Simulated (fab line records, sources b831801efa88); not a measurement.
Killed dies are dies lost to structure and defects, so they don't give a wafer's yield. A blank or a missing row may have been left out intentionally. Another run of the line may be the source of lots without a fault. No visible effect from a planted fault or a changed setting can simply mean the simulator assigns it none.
Which tool did it? | flow gf180mcu | 7 lots, 21 wafers sampled, at 1 step of a route of 602

WHAT THE GAUGES SHOWED, per wafer
GF_STI_THK_MEAS_04.
lot  | measured    | on            | STI_CVD_03_THK (nm)
L723 | day 1 19:56 | film-metro-01 | 207.4 209.4 208.5
L726 | day 2 12:17 | film-metro-01 | 208.5 209.5 209.6
L729 | day 3 01:33 | film-metro-01 | 204.9 204.8 206.7
L731 | day 3 10:34 | film-metro-02 | 206.4 206.7 208.1
L733 | day 3 23:37 | film-metro-02 | 206.6 207.0 206.4
L738 | day 4 23:17 | film-metro-02 | 211.4 208.9 210.1
L740 | day 5 08:37 | film-metro-02 | 209.2 207.3 208.5

WHAT TOOL EACH LOT RAN ON (gives the tool, then ch and the chambers of the sampled wafers, and finally the start)
The record holds no process step before these readings.

THE ANSWER, worked out from the rows above alone
Rule: usual is defined by the lots themselves. Put in order of their means at a reading, lots are off if they are a third of the lots or fewer, leave a main group of 4 or more, and stand apart from it by a gap of 3 or more times the standard deviation of the main group's means; of several such gaps the widest counts. A main group whose means are all the same, to the digits that the tables above print for the reading, isn't used. A lot without any number at a reading at which 4 lots or more have one is off too. Where the step has rows for the other lots, those lots are counted as sound.
Nothing can be told from this: no lot is off at any reading shown.

WHAT THE SIMULATOR HAD PUT IN
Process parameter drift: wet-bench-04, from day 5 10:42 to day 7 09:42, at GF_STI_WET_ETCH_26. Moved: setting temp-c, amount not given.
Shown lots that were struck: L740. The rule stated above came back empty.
